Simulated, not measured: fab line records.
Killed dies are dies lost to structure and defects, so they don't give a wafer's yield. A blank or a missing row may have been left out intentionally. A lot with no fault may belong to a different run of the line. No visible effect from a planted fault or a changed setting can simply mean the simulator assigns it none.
Split-lot trial    flow sfq line    route with 325 steps; 5 lots, 23 wafers read

## THE SPLIT ITSELF
At SFQ_TRILAYER_M2_LITHO_COAT_062 (resist thk 62 nm), the setting resist thk nm was moved away from the recipe's 62 nm on 8 of the 23 wafers read, by -3.5% to +2.8%. This setting was run at the recipe's value on the other wafers.

The split's own step is where the reading is taken.

## THE READING
BARC_of_TRILAYER_M2_LITHO_COAT_062.thk nm (the simulator's own value, which no gauge read), in nm, at SFQ_TRILAYER_M2_LITHO_COAT_062 (resist thk 62 nm). No usual value for it is given in the file. Here, 15 wafers ran the recipe; their average is 62.06 nm with a standard deviation of 0.17 nm.

wafer   tool, chamber at the split  resist thk nm as run, nm  against the recipe  BARC_of_TRILAYER_M2_LITHO_COAT_062.thk nm, nm  against lot-mates on the recipe
L074.1  litho track-01, 0           59.85                     -3.5%               60                                             -2.15
L074.4  litho track-01, 0           59.85                     -3.5%               60                                             -2.15
L074.2  litho track-01, 0           62                        recipe              62.16                                          -
L074.3  litho track-01, 0           62                        recipe              62.14                                          -
L074.5  litho track-01, 0           59.85                     -3.5%               59.99                                          -2.16
L075.1  litho track-03, 0           62                        recipe              61.73                                          -
L075.2  litho track-03, 0           62                        recipe              61.77                                          -
L075.4  litho track-03, 0           62                        recipe              61.78                                          -
L079.1  litho track-02, 0           62                        recipe              61.99                                          -
L079.3  litho track-02, 0           63.61                     +2.6%               63.56                                          +1.58
L079.4  litho track-02, 0           63.61                     +2.6%               63.54                                          +1.56
L079.5  litho track-02, 0           62                        recipe              61.97                                          -
L079.6  litho track-02, 0           63.61                     +2.6%               63.65                                          +1.67
L081.2  litho track-03, 0           62                        recipe              62.26                                          -
L081.3  litho track-03, 0           62                        recipe              62.13                                          -
L081.4  litho track-03, 0           62                        recipe              62.19                                          -
L081.5  litho track-03, 0           62                        recipe              62.12                                          -
L081.6  litho track-03, 0           62                        recipe              62.06                                          -
L084.1  litho track-02, 0           62                        recipe              62.23                                          -
L084.2  litho track-02, 0           62                        recipe              62.2                                           -
L084.3  litho track-02, 0           63.76                     +2.8%               63.87                                          +1.69
L084.4  litho track-02, 0           62                        recipe              62.12                                          -
L084.5  litho track-02, 0           63.76                     +2.8%               63.83                                          +1.65

FIT RESULTS
A straight line over all 23 wafers: BARC_of_TRILAYER_M2_LITHO_COAT_062.thk nm changes by +0.6 nm for each +1% of resist thk nm; r = +0.99; the points scatter about the line by 0.15 nm.
The same after taking each lot's own level away (the mean of its wafers on the recipe; 23 wafers): +0.613 nm for each +1%; r = +1.00; scatter 0.049 nm.
According to that fit, moving resist thk nm by its largest amount changes the reading by 2.1 nm.
The span of the lots' own levels, 61.760 to 62.183 nm, comes to 2.5 times the standard deviation stated above.
The two slopes are in agreement: the lot-to-lot level therefore moves the slope only a little.
Check: for one of the wafers moved furthest among these (-3.5%), held out of the fit, the line's prediction against its lot-mates is -2.13 nm. It came out at -2.15 nm against them.

## FURTHER SPLITS ON THESE WAFERS
Other splits were also applied to these wafers ahead of the reading. Each is held against what the fit with the lots' levels taken away leaves over:
other split on the same wafers                  wafers away from the commonest value  r with BARC_of_TRILAYER_M2_LITHO_COAT_062.thk nm (lot level and that fit taken away)
SFQ_TRILAYER_M1_LITHO_PEB_042 peb temp c        8                                     +0.17
SFQ_TRILAYER_I1_CMP_CMP_046 leave above ref nm  8                                     +0.04
SFQ_TRILAYER_I1_VIA_LITHO_COAT_049 spin rpm     11                                    +0.02
SFQ_TRILAYER_M2_DEP_SPUTTER_055 time s          9                                     -0.32

## FILE'S OWN FIT
BARC_of_TRILAYER_M2_LITHO_COAT_062.thk nm changes by +0.609 nm for each +1% of resist thk nm, r = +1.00.
